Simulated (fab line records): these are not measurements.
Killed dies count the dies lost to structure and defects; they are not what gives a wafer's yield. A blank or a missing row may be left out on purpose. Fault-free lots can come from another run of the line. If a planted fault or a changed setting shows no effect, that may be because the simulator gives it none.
fab line records :: flow sky130
record:
  lots: 14
  wafers: 42
  last-day: 50
route steps=708 shown FIELD_ISO@28 PWDE@55 NWELL@68
lots with no fault: from the same line, run without faults
start-h: start of the lot's first displayed wafer, in hours after the record's first day :: wait-h: hours since the lot's step before :: " repeats the value in the row above :: L1.1+2: a row that stands for several wafers :: - no value present, or no start provided :: * or withheld: withheld :: < > ~ a bound
route shown NAME@n: a module of which the file shows steps, and the number in the route of the first :: usual: mean/standard deviation taken from wafers without a fault :: same: alike in all rows :: chamber/n: place in a boat :: sites: per-site readings :: _std_site: how widely they spread, as a standard deviation :: _edge_site: mean of outer sites minus mean of inner sites :: radius-mm: how far each site lies from the wafer's centre :: mask NAME#n: copy n :: behind: tool/chamber where the wafer was last shaped :: hold: why the lot went on hold/how many hours it stayed there/how the hold came to an end :: device: names the non-switching transistor (n, p or np) :: end of line: the tests these same wafers got at the end of their route :: for a step that has no rows: nothing shown but its recipe :: killed: dies that structure and defects cost at the first sort, which is not the same as the wafer's yield :: map: a wafer's dies, x killed, . not, _ none there
set.NAME: the setting the step ran with; set.NAME@STEP: the setting that earlier step ran with :: model.NAME: the simulator's own value behind a step, which no gauge read
one table for each step of the route and one row for each wafer, over a sample of lots
services: a tool's chamber out of use, with start hour (start-h, from the record's first day; less than 0 if before it), hours out, and reason
== steps ==
step: SKY_FIELD_ISO_CMP_27
recipe:
  stop-on: Si3N4
  t-overpolish-s: 16
  down-force-psi: 4
  platen-rpm: 60
  target-thk-nm: 457.8
  pad-velocity-m-s: 0.94248
usual:
  motor-current-A: 11.7/0.81
  overpolish-run-s: 15.999/0.0094
  time-to-endpoint-s: 113/3.3
lot.wafer: L191.3
tool: cmp-01
chamber: 2
start-h: 42.41
wait-h: 0.0
motor-current-A: 12.2
overpolish-run-s: 16.013
time-to-endpoint-s: 117

lot.wafer: L191.2
tool: cmp-01
chamber: 3
start-h: 42.41
wait-h: 0.0
motor-current-A: 12.5
overpolish-run-s: 15.999
time-to-endpoint-s: 116

lot.wafer: L191.6
tool: cmp-01
chamber: 2
start-h: 42.41
wait-h: 0.0
motor-current-A: 11.1
overpolish-run-s: 15.982
time-to-endpoint-s: 116

lot.wafer: L192.4
tool: cmp-02
chamber: 0
start-h: 54.34
wait-h: 0.1
motor-current-A: 11.4
overpolish-run-s: 16.003
time-to-endpoint-s: 107

lot.wafer: L192.2
tool: cmp-02
chamber: 1
start-h: 54.34
wait-h: 0.1
motor-current-A: 12.6
overpolish-run-s: 16.001
time-to-endpoint-s: 111

lot.wafer: L192.1
tool: cmp-02
chamber: 2
start-h: 54.34
wait-h: 0.1
motor-current-A: 11.3
overpolish-run-s: 15.990
time-to-endpoint-s: 115

lot.wafer: L193.2
tool: cmp-02
chamber: 3
start-h: 54.64
wait-h: 0.3
motor-current-A: 10.6
overpolish-run-s: 15.988
time-to-endpoint-s: 109

lot.wafer: L193.1
tool: cmp-02
chamber: 1
start-h: 54.64
wait-h: 0.3
motor-current-A: 12.6
overpolish-run-s: 16.001
time-to-endpoint-s: 110

lot.wafer: L193.5
tool: cmp-02
chamber: 3
start-h: 54.64
wait-h: 0.3
motor-current-A: 10.6
overpolish-run-s: 16.004
time-to-endpoint-s: 107

lot.wafer: L194.4
tool: cmp-02
chamber: 3
start-h: 56.69
wait-h: 0.3
motor-current-A: 10.4
overpolish-run-s: 16.006
time-to-endpoint-s: 109

lot.wafer: L194.2
tool: cmp-02
chamber: 2
start-h: 56.69
wait-h: 0.3
motor-current-A: 11.9
overpolish-run-s: 16.010
time-to-endpoint-s: 113

lot.wafer: L194.5
tool: cmp-02
chamber: 0
start-h: 56.69
wait-h: 0.3
motor-current-A: 11.6
overpolish-run-s: 15.993
time-to-endpoint-s: 106

lot.wafer: L195.1
tool: cmp-02
chamber: 3
start-h: 59.80
wait-h: 0.1
motor-current-A: 10.4
overpolish-run-s: 15.996
time-to-endpoint-s: 111

lot.wafer: L195.2
tool: cmp-02
chamber: 0
start-h: 59.80
wait-h: 0.1
motor-current-A: 11.1
overpolish-run-s: 15.992
time-to-endpoint-s: 113

lot.wafer: L195.5
tool: cmp-02
chamber: 1
start-h: 59.80
wait-h: 0.1
motor-current-A: 11.9
overpolish-run-s: 16.010
time-to-endpoint-s: 115

lot.wafer: L196.2
tool: cmp-02
chamber: 0
start-h: 65.26
wait-h: 0.1
motor-current-A: 11.2
overpolish-run-s: 16.010
time-to-endpoint-s: 113

lot.wafer: L196.5
tool: cmp-02
chamber: 1
start-h: 65.26
wait-h: 0.1
motor-current-A: 12.3
overpolish-run-s: 15.987
time-to-endpoint-s: 117

lot.wafer: L196.6
tool: cmp-02
chamber: 2
start-h: 65.26
wait-h: 0.1
motor-current-A: 12.0
overpolish-run-s: 15.993
time-to-endpoint-s: 117

lot.wafer: L197.1
tool: cmp-02
chamber: 0
start-h: 69.30
wait-h: 0.0
motor-current-A: 11.4
overpolish-run-s: 15.991
time-to-endpoint-s: 113

lot.wafer: L197.3
tool: cmp-02
chamber: 1
start-h: 69.30
wait-h: 0.0
motor-current-A: 12.3
overpolish-run-s: 15.991
time-to-endpoint-s: 108

lot.wafer: L197.4
tool: cmp-02
chamber: 2
start-h: 69.30
wait-h: 0.0
motor-current-A: 11.9
overpolish-run-s: 15.986
time-to-endpoint-s: 109

lot.wafer: L200.1
tool: cmp-02
chamber: 2
start-h: 81.67
wait-h: 0.1
motor-current-A: 11.6
overpolish-run-s: 15.992
time-to-endpoint-s: 112

lot.wafer: L200.2
tool: cmp-02
chamber: 3
start-h: 81.67
wait-h: 0.1
motor-current-A: 10.3
overpolish-run-s: 16.008
time-to-endpoint-s: 112

lot.wafer: L200.6
tool: cmp-02
chamber: 1
start-h: 81.67
wait-h: 0.1
motor-current-A: 12.6
overpolish-run-s: 15.987
time-to-endpoint-s: 112

lot.wafer: L204.4
tool: cmp-02
chamber: 2
start-h: 101.21
wait-h: 0.0
motor-current-A: 11.5
overpolish-run-s: 15.987
time-to-endpoint-s: 115

lot.wafer: L204.3
tool: cmp-02
chamber: 3
start-h: 101.21
wait-h: 0.0
motor-current-A: 9.8
overpolish-run-s: 15.993
time-to-endpoint-s: 112

lot.wafer: L204.6
tool: cmp-02
chamber: 3
start-h: 101.21
wait-h: 0.0
motor-current-A: 10.3
overpolish-run-s: 15.995
time-to-endpoint-s: 112

lot.wafer: L205.2
tool: cmp-01
chamber: 0
start-h: 109.44
wait-h: 0.1
motor-current-A: 11.0
overpolish-run-s: 15.984
time-to-endpoint-s: 116

lot.wafer: L205.6
tool: cmp-01
chamber: 2
start-h: 109.44
wait-h: 0.1
motor-current-A: 12.0
overpolish-run-s: 16.009
time-to-endpoint-s: 112

lot.wafer: L205.5
tool: cmp-01
chamber: 3
start-h: 109.44
wait-h: 0.1
motor-current-A: 12.8
overpolish-run-s: 15.998
time-to-endpoint-s: 115

lot.wafer: L208.1
tool: cmp-01
chamber: 3
start-h: 123.26
wait-h: 0.0
motor-current-A: 12.7
overpolish-run-s: 16.007
time-to-endpoint-s: 109

lot.wafer: L208.2
tool: cmp-01
chamber: 2
start-h: 123.26
wait-h: 0.0
motor-current-A: 11.5
overpolish-run-s: 16.008
time-to-endpoint-s: 110

lot.wafer: L208.5
tool: cmp-01
chamber: 3
start-h: 123.26
wait-h: 0.0
motor-current-A: 12.6
overpolish-run-s: 16.005
time-to-endpoint-s: 109

lot.wafer: L209.2
tool: cmp-02
chamber: 2
start-h: 127.11
wait-h: 0.0
motor-current-A: 12.6
overpolish-run-s: 16.007
time-to-endpoint-s: 118

lot.wafer: L209.1
tool: cmp-02
chamber: 3
start-h: 127.11
wait-h: 0.0
motor-current-A: 10.3
overpolish-run-s: 16.001
time-to-endpoint-s: 112

lot.wafer: L209.5
tool: cmp-02
chamber: 2
start-h: 127.11
wait-h: 0.0
motor-current-A: 12.5
overpolish-run-s: 15.995
time-to-endpoint-s: 116

lot.wafer: L211.1
tool: cmp-02
chamber: 3
start-h: 141.80
wait-h: 0.1
motor-current-A: 10.6
overpolish-run-s: 16.000
time-to-endpoint-s: 121

lot.wafer: L211.6
tool: cmp-02
chamber: 1
start-h: 141.80
wait-h: 0.1
motor-current-A: 11.9
overpolish-run-s: 15.994
time-to-endpoint-s: 119

lot.wafer: L211.5
tool: cmp-02
chamber: 2
start-h: 141.80
wait-h: 0.1
motor-current-A: 11.9
overpolish-run-s: 15.996
time-to-endpoint-s: 120

lot.wafer: L212.2
tool: cmp-01
chamber: 2
start-h: 148.31
wait-h: 0.0
motor-current-A: 11.9
overpolish-run-s: 15.996
time-to-endpoint-s: 114

lot.wafer: L212.4
tool: cmp-01
chamber: 3
start-h: 148.31
wait-h: 0.0
motor-current-A: 12.2
overpolish-run-s: 16.011
time-to-endpoint-s: 116

lot.wafer: L212.6
tool: cmp-01
chamber: 2
start-h: 148.31
wait-h: 0.0
motor-current-A: 11.9
overpolish-run-s: 15.981
time-to-endpoint-s: 111
step: SKY_PWDE_TW_MEAS_10
usual:
  PWDE_TW: 373/3.8
lot.wafer: L191.2
tool: film-metro-04
chamber: -
start-h: 80.31
wait-h: 0.1
PWDE_TW: 371

lot.wafer: L191.3
tool: film-metro-04
chamber: -
start-h: 80.31
wait-h: 0.1
PWDE_TW: 373

lot.wafer: L191.6
tool: film-metro-04
chamber: -
start-h: 80.31
wait-h: 0.1
PWDE_TW: 374

lot.wafer: L192.1
tool: film-metro-04
chamber: -
start-h: 90.30
wait-h: 0.1
PWDE_TW: 373

lot.wafer: L192.2
tool: film-metro-04
chamber: -
start-h: 90.30
wait-h: 0.1
PWDE_TW: 371

lot.wafer: L192.4
tool: film-metro-04
chamber: -
start-h: 90.30
wait-h: 0.1
PWDE_TW: 371

lot.wafer: L193.1
tool: film-metro-02
chamber: -
start-h: 90.74
wait-h: 0.1
PWDE_TW: 367

lot.wafer: L193.2
tool: film-metro-02
chamber: -
start-h: 90.74
wait-h: 0.1
PWDE_TW: 369

lot.wafer: L193.5
tool: film-metro-02
chamber: -
start-h: 90.74
wait-h: 0.1
PWDE_TW: 364

lot.wafer: L194.2
tool: film-metro-03
chamber: -
start-h: 93.90
wait-h: 0.1
PWDE_TW: 380

lot.wafer: L194.4
tool: film-metro-03
chamber: -
start-h: 93.90
wait-h: 0.1
PWDE_TW: 378

lot.wafer: L194.5
tool: film-metro-03
chamber: -
start-h: 93.90
wait-h: 0.1
PWDE_TW: 376

lot.wafer: L195.1
tool: film-metro-02
chamber: -
start-h: 95.15
wait-h: 0.1
PWDE_TW: 367

lot.wafer: L195.2
tool: film-metro-02
chamber: -
start-h: 95.15
wait-h: 0.1
PWDE_TW: 366

lot.wafer: L195.5
tool: film-metro-02
chamber: -
start-h: 95.15
wait-h: 0.1
PWDE_TW: 368

lot.wafer: L196.2
tool: film-metro-03
chamber: -
start-h: 102.66
wait-h: 0.1
PWDE_TW: 377

lot.wafer: L196.5
tool: film-metro-03
chamber: -
start-h: 102.66
wait-h: 0.1
PWDE_TW: 378

lot.wafer: L196.6
tool: film-metro-03
chamber: -
start-h: 102.66
wait-h: 0.1
PWDE_TW: 378

lot.wafer: L197.1
tool: film-metro-04
chamber: -
start-h: 106.09
wait-h: 0.1
PWDE_TW: 372

lot.wafer: L197.3
tool: film-metro-04
chamber: -
start-h: 106.09
wait-h: 0.1
PWDE_TW: 370

lot.wafer: L197.4
tool: film-metro-04
chamber: -
start-h: 106.09
wait-h: 0.1
PWDE_TW: 372

lot.wafer: L200.1
tool: film-metro-04
chamber: -
start-h: 121.20
wait-h: 0.1
PWDE_TW: 377

lot.wafer: L200.2
tool: film-metro-04
chamber: -
start-h: 121.20
wait-h: 0.1
PWDE_TW: 376

lot.wafer: L200.6
tool: film-metro-04
chamber: -
start-h: 121.20
wait-h: 0.1
PWDE_TW: 378

lot.wafer: L204.3
tool: film-metro-04
chamber: -
start-h: 142.11
wait-h: 0.1
PWDE_TW: 376

lot.wafer: L204.4
tool: film-metro-04
chamber: -
start-h: 142.11
wait-h: 0.1
PWDE_TW: 375

lot.wafer: L204.6
tool: film-metro-04
chamber: -
start-h: 142.11
wait-h: 0.1
PWDE_TW: 374

lot.wafer: L205.2
tool: film-metro-02
chamber: -
start-h: 148.90
wait-h: 0.1
PWDE_TW: 372

lot.wafer: L205.5
tool: film-metro-02
chamber: -
start-h: 148.90
wait-h: 0.1
PWDE_TW: 372

lot.wafer: L205.6
tool: film-metro-02
chamber: -
start-h: 148.90
wait-h: 0.1
PWDE_TW: 372

lot.wafer: L208.1
tool: film-metro-03
chamber: -
start-h: 164.05
wait-h: 0.1
PWDE_TW: 377

lot.wafer: L208.2
tool: film-metro-03
chamber: -
start-h: 164.05
wait-h: 0.1
PWDE_TW: 376

lot.wafer: L208.5
tool: film-metro-03
chamber: -
start-h: 164.05
wait-h: 0.1
PWDE_TW: 378

lot.wafer: L209.1
tool: film-metro-04
chamber: -
start-h: 169.64
wait-h: 0.1
PWDE_TW: 372

lot.wafer: L209.2
tool: film-metro-04
chamber: -
start-h: 169.64
wait-h: 0.1
PWDE_TW: 374

lot.wafer: L209.5
tool: film-metro-04
chamber: -
start-h: 169.64
wait-h: 0.1
PWDE_TW: 373

lot.wafer: L211.1
tool: film-metro-02
chamber: -
start-h: 187.59
wait-h: 0.1
PWDE_TW: 371

lot.wafer: L211.5
tool: film-metro-02
chamber: -
start-h: 187.59
wait-h: 0.1
PWDE_TW: 373

lot.wafer: L211.6
tool: film-metro-02
chamber: -
start-h: 187.59
wait-h: 0.1
PWDE_TW: 371

lot.wafer: L212.2
tool: film-metro-04
chamber: -
start-h: 193.30
wait-h: 0.1
PWDE_TW: 370

lot.wafer: L212.4
tool: film-metro-04
chamber: -
start-h: 193.30
wait-h: 0.1
PWDE_TW: 370

lot.wafer: L212.6
tool: film-metro-04
chamber: -
start-h: 193.30
wait-h: 0.1
PWDE_TW: 369
step: SKY_NWELL_TW_MEAS_15
usual:
  NWELL_TW: 1818/20
lot.wafer: L191.2
tool: film-metro-02
chamber: -
start-h: 98.26
wait-h: 0.1
NWELL_TW: 1792

lot.wafer: L191.3
tool: film-metro-02
chamber: -
start-h: 98.26
wait-h: 0.1
NWELL_TW: 1794

lot.wafer: L191.6
tool: film-metro-02
chamber: -
start-h: 98.26
wait-h: 0.1
NWELL_TW: 1797

lot.wafer: L192.1
tool: film-metro-03
chamber: -
start-h: 108.80
wait-h: 0.1
NWELL_TW: 1847

lot.wafer: L192.2
tool: film-metro-03
chamber: -
start-h: 108.80
wait-h: 0.1
NWELL_TW: 1837

lot.wafer: L192.4
tool: film-metro-03
chamber: -
start-h: 108.80
wait-h: 0.1
NWELL_TW: 1839

lot.wafer: L193.1
tool: film-metro-04
chamber: -
start-h: 108.94
wait-h: 0.1
NWELL_TW: 1798

lot.wafer: L193.2
tool: film-metro-04
chamber: -
start-h: 108.94
wait-h: 0.1
NWELL_TW: 1807

lot.wafer: L193.5
tool: film-metro-04
chamber: -
start-h: 108.94
wait-h: 0.1
NWELL_TW: 1814

lot.wafer: L194.2
tool: film-metro-03
chamber: -
start-h: 112.47
wait-h: 0.1
NWELL_TW: 1829

lot.wafer: L194.4
tool: film-metro-03
chamber: -
start-h: 112.47
wait-h: 0.1
NWELL_TW: 1848

lot.wafer: L194.5
tool: film-metro-03
chamber: -
start-h: 112.47
wait-h: 0.1
NWELL_TW: 1847

lot.wafer: L195.1
tool: film-metro-03
chamber: -
start-h: 114.11
wait-h: 0.1
NWELL_TW: 1835

lot.wafer: L195.2
tool: film-metro-03
chamber: -
start-h: 114.11
wait-h: 0.1
NWELL_TW: 1850

lot.wafer: L195.5
tool: film-metro-03
chamber: -
start-h: 114.11
wait-h: 0.1
NWELL_TW: 1842

lot.wafer: L196.2
tool: film-metro-04
chamber: -
start-h: 121.87
wait-h: 0.1
NWELL_TW: 1827

lot.wafer: L196.5
tool: film-metro-04
chamber: -
start-h: 121.87
wait-h: 0.1
NWELL_TW: 1820

lot.wafer: L196.6
tool: film-metro-04
chamber: -
start-h: 121.87
wait-h: 0.1
NWELL_TW: 1822

lot.wafer: L197.1
tool: film-metro-03
chamber: -
start-h: 125.11
wait-h: 0.1
NWELL_TW: 1841

lot.wafer: L197.3
tool: film-metro-03
chamber: -
start-h: 125.11
wait-h: 0.1
NWELL_TW: 1837

lot.wafer: L197.4
tool: film-metro-03
chamber: -
start-h: 125.11
wait-h: 0.1
NWELL_TW: 1844

lot.wafer: L200.1
tool: film-metro-03
chamber: -
start-h: 140.34
wait-h: 0.1
NWELL_TW: 1844

lot.wafer: L200.2
tool: film-metro-03
chamber: -
start-h: 140.34
wait-h: 0.1
NWELL_TW: 1840

lot.wafer: L200.6
tool: film-metro-03
chamber: -
start-h: 140.34
wait-h: 0.1
NWELL_TW: 1833

lot.wafer: L204.3
tool: film-metro-02
chamber: -
start-h: 162.42
wait-h: 0.1
NWELL_TW: 1813

lot.wafer: L204.4
tool: film-metro-02
chamber: -
start-h: 162.42
wait-h: 0.1
NWELL_TW: 1803

lot.wafer: L204.6
tool: film-metro-02
chamber: -
start-h: 162.42
wait-h: 0.1
NWELL_TW: 1810

lot.wafer: L205.2
tool: film-metro-02
chamber: -
start-h: 169.76
wait-h: 0.1
NWELL_TW: 1794

lot.wafer: L205.5
tool: film-metro-02
chamber: -
start-h: 169.76
wait-h: 0.1
NWELL_TW: 1798

lot.wafer: L205.6
tool: film-metro-02
chamber: -
start-h: 169.76
wait-h: 0.1
NWELL_TW: 1806

lot.wafer: L208.1
tool: film-metro-04
chamber: -
start-h: 185.06
wait-h: 0.1
NWELL_TW: 1810

lot.wafer: L208.2
tool: film-metro-04
chamber: -
start-h: 185.06
wait-h: 0.1
NWELL_TW: 1814

lot.wafer: L208.5
tool: film-metro-04
chamber: -
start-h: 185.06
wait-h: 0.1
NWELL_TW: 1821

lot.wafer: L209.1
tool: film-metro-03
chamber: -
start-h: 190.71
wait-h: 0.1
NWELL_TW: 1822

lot.wafer: L209.2
tool: film-metro-03
chamber: -
start-h: 190.71
wait-h: 0.1
NWELL_TW: 1836

lot.wafer: L209.5
tool: film-metro-03
chamber: -
start-h: 190.71
wait-h: 0.1
NWELL_TW: 1825

lot.wafer: L211.1
tool: film-metro-04
chamber: -
start-h: 210.11
wait-h: 0.1
NWELL_TW: 1801

lot.wafer: L211.5
tool: film-metro-04
chamber: -
start-h: 210.11
wait-h: 0.1
NWELL_TW: 1792

lot.wafer: L211.6
tool: film-metro-04
chamber: -
start-h: 210.11
wait-h: 0.1
NWELL_TW: 1802

lot.wafer: L212.2
tool: film-metro-02
chamber: -
start-h: 215.40
wait-h: 0.1
NWELL_TW: 1781

lot.wafer: L212.4
tool: film-metro-02
chamber: -
start-h: 215.40
wait-h: 0.1
NWELL_TW: 1785

lot.wafer: L212.6
tool: film-metro-02
chamber: -
start-h: 215.40
wait-h: 0.1
NWELL_TW: 1787
step: SKY_NWELL_DEVELOP_22
recipe:
  wall-angle-deg: 90
  developer: TMAH
  develop-time-s: 60
  dev-temp-c: 23
usual:
  developer-temp-C: 23.01/0.11
lot.wafer: L191.2
tool: litho-track-01
chamber: 0
start-h: 116
wait-h: -
developer-temp-C: 23.07

lot.wafer: L191.3
tool: litho-track-01
chamber: 0
start-h: 116
wait-h: -
developer-temp-C: 23.03

lot.wafer: L191.6
tool: litho-track-01
chamber: 0
start-h: 116
wait-h: -
developer-temp-C: 22.99

lot.wafer: L192.1
tool: litho-track-01
chamber: 0
start-h: 126
wait-h: -
developer-temp-C: 22.96

lot.wafer: L192.2
tool: litho-track-01
chamber: 0
start-h: 126
wait-h: -
developer-temp-C: 22.92

lot.wafer: L192.4
tool: litho-track-01
chamber: 0
start-h: 126
wait-h: -
developer-temp-C: 22.87

lot.wafer: L193.1
tool: litho-track-01
chamber: 0
start-h: 126
wait-h: -
developer-temp-C: 23.03

lot.wafer: L193.2
tool: litho-track-01
chamber: 0
start-h: 126
wait-h: -
developer-temp-C: 23.12

lot.wafer: L193.5
tool: litho-track-01
chamber: 0
start-h: 127
wait-h: -
developer-temp-C: 22.93

lot.wafer: L194.2
tool: litho-track-03
chamber: 0
start-h: 130
wait-h: -
developer-temp-C: 23.17

lot.wafer: L194.4
tool: litho-track-03
chamber: 0
start-h: 130
wait-h: -
developer-temp-C: 22.86

lot.wafer: L194.5
tool: litho-track-03
chamber: 0
start-h: 130
wait-h: -
developer-temp-C: 22.95

lot.wafer: L195.1
tool: litho-track-03
chamber: 0
start-h: 132
wait-h: -
developer-temp-C: 23.15

lot.wafer: L195.2
tool: litho-track-03
chamber: 0
start-h: 132
wait-h: -
developer-temp-C: 23.12

lot.wafer: L195.5
tool: litho-track-03
chamber: 0
start-h: 132
wait-h: -
developer-temp-C: 23.24

lot.wafer: L196.2
tool: litho-track-01
chamber: 0
start-h: 140
wait-h: -
developer-temp-C: 22.80

lot.wafer: L196.5
tool: litho-track-01
chamber: 0
start-h: 140
wait-h: -
developer-temp-C: 22.60

lot.wafer: L196.6
tool: litho-track-01
chamber: 0
start-h: 140
wait-h: -
developer-temp-C: 22.97

lot.wafer: L197.1
tool: litho-track-03
chamber: 0
start-h: 143
wait-h: -
developer-temp-C: 22.92

lot.wafer: L197.3
tool: litho-track-03
chamber: 0
start-h: 143
wait-h: -
developer-temp-C: 22.98

lot.wafer: L197.4
tool: litho-track-03
chamber: 0
start-h: 143
wait-h: -
developer-temp-C: 22.88

lot.wafer: L200.1
tool: litho-track-03
chamber: 0
start-h: 159
wait-h: -
developer-temp-C: 22.92

lot.wafer: L200.2
tool: litho-track-03
chamber: 0
start-h: 159
wait-h: -
developer-temp-C: 22.86

lot.wafer: L200.6
tool: litho-track-03
chamber: 0
start-h: 159
wait-h: -
developer-temp-C: 22.83

lot.wafer: L204.3
tool: litho-track-01
chamber: 0
start-h: 183
wait-h: -
developer-temp-C: 25.27

lot.wafer: L204.4
tool: litho-track-01
chamber: 0
start-h: 183
wait-h: -
developer-temp-C: 25.25

lot.wafer: L204.6
tool: litho-track-01
chamber: 0
start-h: 183
wait-h: -
developer-temp-C: 25.23

lot.wafer: L205.2
tool: litho-track-01
chamber: 0
start-h: 190
wait-h: -
developer-temp-C: 25.30

lot.wafer: L205.5
tool: litho-track-01
chamber: 0
start-h: 190
wait-h: -
developer-temp-C: 25.38

lot.wafer: L205.6
tool: litho-track-01
chamber: 0
start-h: 190
wait-h: -
developer-temp-C: 25.38

lot.wafer: L208.1
tool: litho-track-02
chamber: 0
start-h: 206
wait-h: -
developer-temp-C: 22.98

lot.wafer: L208.2
tool: litho-track-02
chamber: 0
start-h: 206
wait-h: -
developer-temp-C: 23.15

lot.wafer: L208.5
tool: litho-track-02
chamber: 0
start-h: 206
wait-h: -
developer-temp-C: 23.01

lot.wafer: L209.1
tool: litho-track-02
chamber: 0
start-h: 211
wait-h: -
developer-temp-C: 23.26

lot.wafer: L209.2
tool: litho-track-02
chamber: 0
start-h: 211
wait-h: -
developer-temp-C: 23.07

lot.wafer: L209.5
tool: litho-track-02
chamber: 0
start-h: 211
wait-h: -
developer-temp-C: 23.10

lot.wafer: L211.1
tool: litho-track-02
chamber: 0
start-h: 231
wait-h: -
developer-temp-C: 23.09

lot.wafer: L211.5
tool: litho-track-02
chamber: 0
start-h: 232
wait-h: -
developer-temp-C: 23.03

lot.wafer: L211.6
tool: litho-track-02
chamber: 0
start-h: 232
wait-h: -
developer-temp-C: 22.99

lot.wafer: L212.2
tool: litho-track-03
chamber: 0
start-h: 237
wait-h: -
developer-temp-C: 23.15

lot.wafer: L212.4
tool: litho-track-03
chamber: 0
start-h: 237
wait-h: -
developer-temp-C: 23.18

lot.wafer: L212.6
tool: litho-track-03
chamber: 0
start-h: 237
wait-h: -
developer-temp-C: 23.07
== services ==
tool: cmp-01
chamber: -
start-h: 22.91
hours: 1.7
kind: repair

tool: cmp-02
chamber: -
start-h: 26.05
hours: 0.4
kind: repair

tool: cmp-01
chamber: -
start-h: 44.86
hours: 5.2
kind: pm

tool: cmp-02
chamber: -
start-h: 46.56
hours: 1.7
kind: repair

tool: litho-track-02
chamber: -
start-h: 50.14
hours: -
kind: consumable-replace:filter

tool: cmp-01
chamber: -
start-h: 51.70
hours: 9.2
kind: repair

tool: cmp-01
chamber: -
start-h: 64.00
hours: 4.0
kind: pm

tool: cmp-01
chamber: -
start-h: 68.00
hours: -
kind: consumable-replace:conditioner

tool: cmp-01
chamber: -
start-h: 68.00
hours: -
kind: consumable-replace:pad

tool: cmp-01
chamber: -
start-h: 68.56
hours: 0.2
kind: repair

tool: cmp-02
chamber: -
start-h: 86.25
hours: 10.3
kind: pm

tool: cmp-02
chamber: -
start-h: 160.26
hours: 1.4
kind: repair

tool: cmp-01
chamber: -
start-h: 181.58
hours: 1.1
kind: repair

tool: cmp-02
chamber: -
start-h: 206.69
hours: 4.5
kind: pm

tool: cmp-02
chamber: -
start-h: 213.10
hours: 0.8
kind: repair

tool: cmp-02
chamber: -
start-h: 232.00
hours: 4.0
kind: pm

tool: cmp-02
chamber: -
start-h: 236.00
hours: -
kind: consumable-replace:conditioner

tool: cmp-02
chamber: -
start-h: 236.00
hours: -
kind: consumable-replace:pad
== key ==
first-sign:
  step: SKY_NWELL_DEVELOP_22
  reading: developer-temp-C
  direction: up
  sigmas: 20
  usual: *
  struck: *
effect none on later readings
met-at SKY_NWELL_DEVELOP_22
struck-lots L204,L205
tester-left-out L204,L205
not-acting-at SKY_FIELD_ISO_CMP_27,SKY_PWDE_TW_MEAS_10,SKY_NWELL_TW_MEAS_15
onset-between 140 183
fault:
  kind: process-parameter-drift
  tool: litho-track-01
  chamber: -
  onset-h: 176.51
  steps: SKY_NWELL_DEVELOP_22
  channel: dev-temp-c
  offset: *
  shape: step
  end-h: 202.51
  acts-in: *
  stated: *
tester-left-out: of these lots the tester's yield and bins aren't shown, on N5 and GAA mostly nor the transistor test; their killed dies are dies lost to structure and defects alone, not to doping, threshold or leakage, so they don't give the yield
